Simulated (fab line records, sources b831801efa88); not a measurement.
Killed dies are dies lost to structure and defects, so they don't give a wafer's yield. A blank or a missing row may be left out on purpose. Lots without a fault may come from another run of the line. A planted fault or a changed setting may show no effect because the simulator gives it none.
Tool commonality check | flow sky130 | 13 lots, 39 wafers sampled

WHY IT WAS OPENED
At SKY_LDD_HVN_TW_MEAS_10 the reading LDD_HVN_TW is flagged on 2 of 13 lots. Wafers without a fault read 1452, standard deviation 11.
Rule: a lot is flagged when every wafer of it that has a number lies more than 4 standard deviations from that mean, or none has a number. The other lots count as sound.

lot  | measured     | on            | LDD_HVN_TW, wafer by wafer | flag
L174 | day 21 02:16 | film_metro-02 | 1446 1438 1448             |
L178 | day 23 10:51 | film_metro-03 | 2687 2681 2680             | FLAGGED
L180 | day 23 17:23 | film_metro-02 | 2665 2644 2644             | FLAGGED
L181 | day 23 19:08 | film_metro-01 | 1445 1444 1438             |
L182 | day 24 06:17 | film_metro-03 | 1460 1471 1459             |
L186 | day 25 16:44 | film_metro-03 | 1469 1468 1453             |
L188 | day 26 12:46 | film_metro-02 | 1453 1447 1456             |
L189 | day 26 19:32 | film_metro-03 | 1463 1458 1455             |
L190 | day 26 19:50 | film_metro-03 | 1461 1461 1460             |
L191 | day 27 04:13 | film_metro-02 | 1456 1453 1444             |
L192 | day 27 13:28 | film_metro-02 | 1442 1449 1451             |
L193 | day 27 15:03 | film_metro-02 | 1435 1443 1445             |
L195 | day 28 12:32 | film_metro-01 | 1441 1438 1442             |
The numbers of the flagged lots are 2667 on average: +1215 against the usual, or +99 or more standard deviations.

WHICH TOOL RAN EACH LOT
The record holds 1 process step before the reading, out of a route of 708 steps. In each cell: the tool, then ch and the chambers that the sampled wafers went through, then the start.
lot  | flag    | SKY_LDD_HVN_IMPLANT_08
L174 |         | implanter-03 ch 0, day 21 02:02
L178 | FLAGGED | implanter-04 ch 0, day 23 10:37
L180 | FLAGGED | implanter-04 ch 0, day 23 17:08
L181 |         | implanter-02 ch 0, day 23 18:55
L182 |         | implanter-02 ch 0, day 24 06:02
L186 |         | implanter-02 ch 0, day 25 16:29
L188 |         | implanter-02 ch 0, day 26 12:32
L189 |         | implanter-04 ch 0, day 26 19:19
L190 |         | implanter-03 ch 0, day 26 19:35
L191 |         | implanter-03 ch 0, day 27 03:59
L192 |         | implanter-03 ch 0, day 27 13:14
L193 |         | implanter-02 ch 0, day 27 14:43
L195 |         | implanter-04 ch 0, day 28 12:17
What these steps do:
- SKY_LDD_HVN_IMPLANT_08
- SKY_LDD_HVN_TW_MEAS_10

FLAGGED OVER TOTAL, TOOL BY TOOL (the gauges that took the reading come last)
step                   | tool          | lots run | flagged | share of the flagged lots | sound lots run after its first flagged lot
SKY_LDD_HVN_IMPLANT_08 | implanter-02  | 5        | 0       | none                      | -
SKY_LDD_HVN_IMPLANT_08 | implanter-03  | 4        | 0       | none                      | -
SKY_LDD_HVN_IMPLANT_08 | implanter-04  | 4        | 2       | all                       | 2 (L189,L195)
SKY_LDD_HVN_TW_MEAS_10 | film_metro-01 | 2        | 0       | none                      | -
SKY_LDD_HVN_TW_MEAS_10 | film_metro-02 | 6        | 1       | some                      | 4 (L188,L191,L192,L193)
SKY_LDD_HVN_TW_MEAS_10 | film_metro-03 | 5        | 1       | some                      | 4 (L182,L186,L189,L190)

WHAT THE TABLE ALLOWS
1 row of the table ran every flagged lot: implanter-04 at SKY_LDD_HVN_IMPLANT_08.
- implanter-04 at SKY_LDD_HVN_IMPLANT_08: 2 of its 4 lots flagged. Sound lots ran on it after the first flagged one (L189, L195), which a lasting fault on the whole tool wouldn't allow. Its own readings lie more than 4 standard deviations out on every wafer of the flagged lots: dose_ions_cm2, faraday_current_uA.
No row of the table ran every flagged lot and no sound lot after the first.

WHAT THE SIMULATOR HAD PUT IN
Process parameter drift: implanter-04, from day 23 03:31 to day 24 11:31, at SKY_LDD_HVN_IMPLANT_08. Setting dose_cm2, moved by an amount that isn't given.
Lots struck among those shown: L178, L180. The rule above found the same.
